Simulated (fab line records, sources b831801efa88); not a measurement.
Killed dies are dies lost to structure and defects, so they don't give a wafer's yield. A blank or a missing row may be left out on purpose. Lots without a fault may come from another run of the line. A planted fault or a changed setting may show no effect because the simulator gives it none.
fab line records | flow sky130
record lots=14 wafers=42 last_day=50
route steps=708 shown FIELD_ISO@1 METAL2@496
lots that met no fault: from a run of the same line without faults
start_h: hours from the record's first day to the start of the lot's first wafer shown | wait_h: hours since the lot's step before | " the same as in the row above | L1.1+2: a row that stands for several wafers | - no value, or no start given | * or withheld: withheld | < > ~ a bound
route shown NAME@n: a module of which the file shows steps, and the number in the route of the first | usual: mean/standard deviation of fault-free wafers | same: alike in all rows | chamber/n: place in a boat | sites: the reading at each site | _std_site: their standard deviation | _edge_site: outer sites' mean less inner sites' | radius_mm: how far each site lies from the wafer's centre | mask NAME#n: copy n | behind: the tool/chamber that last shaped the wafer | hold: why the lot was held/for how many hours/how that ended | device: the transistor (n, p or np) that didn't switch | end of line: the same wafers' tests at the end of the route | a step without rows: its recipe alone | killed: dies lost to structure and defects at the first sort, not the wafer's yield | map: a wafer's dies, x killed, . not, _ none there
set.NAME: the setting as run; set.NAME@STEP: as run at that earlier step | model.NAME: the simulator's own value behind a step, which no gauge read
steps of the route over a sample of lots; a table a step, a row a wafer
services: from which hour (start_h, from the record's first day; less than 0 if before it) a tool's chamber was out of use, for how many hours, and why
## steps
# step SKY_FIELD_ISO_BOW_MEAS_00
# recipe mode=bow
# usual INCOMING_BOW=-1/6.6
# columns lot.wafer tool chamber start_h wait_h INCOMING_BOW[um]
L350.2 film_metro-04 - 15.02 - -7
L350.4 " - " " 5
L350.5 " - " " 3
L351.2 film_metro-04 - 20.02 - -2
L351.3 " - " " -5
L351.6 " - " " 2
L352.2 film_metro-01 - 25.02 - -5
L352.5 " - " " -2
L352.6 " - " " -2
L353.1 film_metro-01 - 30.00 - 4
L353.2 " - " " 1
L353.3 " - " " 7
L354.1 film_metro-01 - 35.00 - 3
L354.3 " - " " 2
L354.4 " - " " 8
L355.4 film_metro-01 - 40.06 - -1
L355.5 " - " " 3
L355.6 " - " " 0
L356.1 film_metro-02 - 45.00 - -7
L356.2 " - " " 14
L356.3 " - " " 3
L357.1 film_metro-02 - 50.00 - -14
L357.3 " - " " 2
L357.6 " - " " -2
L362.1 film_metro-04 - 75.00 - -6
L362.2 " - " " -4
L362.5 " - " " -6
L363.1 film_metro-02 - 80.00 - -5
L363.3 " - " " 11
L363.6 " - " " -3
L365.2 film_metro-02 - 90.02 - -7
L365.3 " - " " -5
L365.4 " - " " 8
L368.1 film_metro-02 - 105.00 - -5
L368.5 " - " " 0
L368.6 " - " " -7
L371.4 film_metro-01 - 120.06 - -12
L371.5 " - " " -1
L371.6 " - " " -14
L372.4 film_metro-02 - 125.06 - -2
L372.5 " - " " -3
L372.6 " - " " 9
# step SKY_FIELD_ISO_THK_MEAS_04
# recipe reads=Si3N4_of_FIELD_ISO_CVD_03
# usual FIELD_ISO_CVD_03_THK=164.6/1.5
# columns lot.wafer tool chamber start_h wait_h FIELD_ISO_CVD_03_THK[nm]
L350.2 film_metro-01 - 20.24 0.0 163.6
L350.4 " - " " 164.1
L350.5 " - " " 163.9
L351.2 film_metro-02 - 23.49 0.0 163.9
L351.3 " - " " 164.6
L351.6 " - " " 164.3
L352.2 film_metro-02 - 29.98 0.0 165.9
L352.5 " - " " 165.5
L352.6 " - " " 165.4
L353.1 film_metro-02 - 34.90 0.0 165.1
L353.2 " - " " 164.9
L353.3 " - " " 165.2
L354.1 film_metro-04 - 39.10 0.0 165.0
L354.3 " - " " 164.1
L354.4 " - " " 165.2
L355.4 film_metro-02 - 43.51 0.0 163.7
L355.5 " - " " 163.2
L355.6 " - " " 164.0
L356.1 film_metro-04 - 51.24 0.0 166.2
L356.2 " - " " 166.9
L356.3 " - " " 166.1
L357.1 film_metro-01 - 55.68 0.0 163.8
L357.3 " - " " 163.2
L357.6 " - " " 164.9
L362.1 film_metro-01 - 78.60 0.0 163.0
L362.2 " - " " 164.8
L362.5 " - " " 162.3
L363.1 film_metro-01 - 84.79 0.0 164.3
L363.3 " - " " 162.5
L363.6 " - " " 161.9
L365.2 film_metro-04 - 94.96 0.0 165.2
L365.3 " - " " 165.1
L365.4 " - " " 165.2
L368.1 film_metro-01 - 111.83 0.0 164.6
L368.5 " - " " 165.5
L368.6 " - " " 163.8
L371.4 film_metro-01 - 125.22 0.0 166.0
L371.5 " - " " 165.5
L371.6 " - " " 167.0
L372.4 film_metro-01 - 131.83 0.0 164.4
L372.5 " - " " 165.3
L372.6 " - " " 165.7
# step SKY_FIELD_ISO_THK_MEAS_25
# recipe reads=SiO2_of_FIELD_ISO_CVD_24
# usual FIELD_ISO_CVD_24_THK=596/8.3
# columns lot.wafer tool chamber start_h wait_h FIELD_ISO_CVD_24_THK[nm]
L350.2 film_metro-04 - 37.95 0.0 595
L350.4 " - " " 580
L350.5 " - " " 596
L351.2 film_metro-02 - 39.91 0.0 596
L351.3 " - " " 587
L351.6 " - " " 600
L352.2 film_metro-04 - 49.71 0.0 585
L352.5 " - " " 600
L352.6 " - " " 598
L353.1 film_metro-04 - 53.73 0.0 602
L353.2 " - " " 602
L353.3 " - " " 595
L354.1 film_metro-01 - 57.71 0.0 600
L354.3 " - " " 592
L354.4 " - " " 599
L355.4 film_metro-04 - 61.65 0.0 586
L355.5 " - " " 584
L355.6 " - " " 583
L356.1 film_metro-04 - 68.65 0.0 602
L356.2 " - " " 590
L356.3 " - " " 588
L357.1 film_metro-04 - 74.50 0.0 586
L357.3 " - " " 596
L357.6 " - " " 599
L362.1 film_metro-01 - 99.35 0.0 604
L362.2 " - " " 599
L362.5 " - " " 610
L363.1 film_metro-01 - 104.85 0.0 588
L363.3 " - " " 600
L363.6 " - " " 583
L365.2 film_metro-04 - 117.62 0.0 576
L365.3 " - " " 599
L365.4 " - " " 587
L368.1 film_metro-04 - 134.14 0.0 598
L368.5 " - " " 602
L368.6 " - " " 602
L371.4 film_metro-04 - 146.89 0.0 607
L371.5 " - " " 589
L371.6 " - " " 604
L372.4 film_metro-02 - 152.97 0.0 591
L372.5 " - " " 595
L372.6 " - " " 603
# step SKY_METAL2_PEB_13
# recipe peb_temp_c=withheld peb_time_s=withheld resist=KrF-thick
# usual chill_plate_temp_C=* exhaust_pa=45.0/0.93
# columns lot.wafer tool chamber start_h wait_h chill_plate_temp_C exhaust_pa
L350.2 litho_track-04 0 829 - * 45.0
L350.4 " 0 " " * 45.0
L350.5 " 0 " " * 44.0
L351.2 litho_track-02 0 839 - * 44.9
L351.3 " 0 " " * 44.7
L351.6 " 0 " " * 44.9
L352.2 litho_track-04 0 851 - * 45.7
L352.5 " 0 " " * 45.3
L352.6 " 0 " " * 44.3
L353.1 litho_track-02 0 860 - * 46.4
L353.2 " 0 " " * 45.4
L353.3 " 0 " " * 46.5
L355.4 litho_track-04 0 869 - * 44.5
L355.5 " 0 " " * 45.3
L355.6 " 0 " " * 45.1
L354.1 litho_track-04 0 870 - * 45.9
L354.3 " 0 " " * 44.5
L354.4 " 0 " " * 46.2
L356.1 litho_track-02 0 878 - * 45.8
L356.2 " 0 " " * 46.4
L356.3 " 0 " " * 45.4
L357.1 litho_track-01 0 896 - * 43.8
L357.3 " 0 " " * 43.5
L357.6 " 0 " " * 44.4
L362.1 litho_track-04 - 916 - - -
L362.2 " - " " - -
L362.5 " - " " - -
L363.1 litho_track-04 - 927 - - -
L363.3 " - " " - -
L363.6 " - " " - -
L365.2 litho_track-04 0 950 - * 44.9
L365.3 " 0 " " * 45.6
L365.4 " 0 " " * 44.6
L368.1 litho_track-02 0 970 - * 44.8
L368.5 " 0 " " * 45.0
L368.6 " 0 971 - * 44.7
L371.4 litho_track-04 0 982 - * 47.0
L371.5 " 0 " " * 46.2
L371.6 " 0 " " * 45.5
L372.4 litho_track-01 0 988 - * 44.2
L372.5 " 0 " " * 45.5
L372.6 " 0 " " * 43.7
## services
# columns tool chamber start_h hours kind
litho_track-02 - 834.27 - consumable_replace:filter
## key
first_sign step=SKY_METAL2_PEB_13 reading=tool_record direction=missing
effect none on later readings
met_at SKY_METAL2_PEB_13
struck_lots L362,L363
later_rows_left_out L362.1,L362.2,L362.5,L363.1,L363.3,L363.6
sort_left_out L362.1,L362.2,L362.5,L363.1,L363.3,L363.6
not_acting_at SKY_FIELD_ISO_BOW_MEAS_00,SKY_FIELD_ISO_THK_MEAS_04,SKY_FIELD_ISO_THK_MEAS_25
onset_between 870 916
fault kind=skipped_step_whole tool=litho_track-04 chamber=- onset_h=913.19 steps=SKY_METAL2_PEB_13 scope=struck_lots_only
# sort_left_out: the simulated sort isn't trusted on such a fault, so these wafers' sort isn't shown, and their yield isn't known
# later_rows_left_out: the simulator's readings of these wafers behind a module that went badly wrong aren't trusted and aren't shown, but for the sort
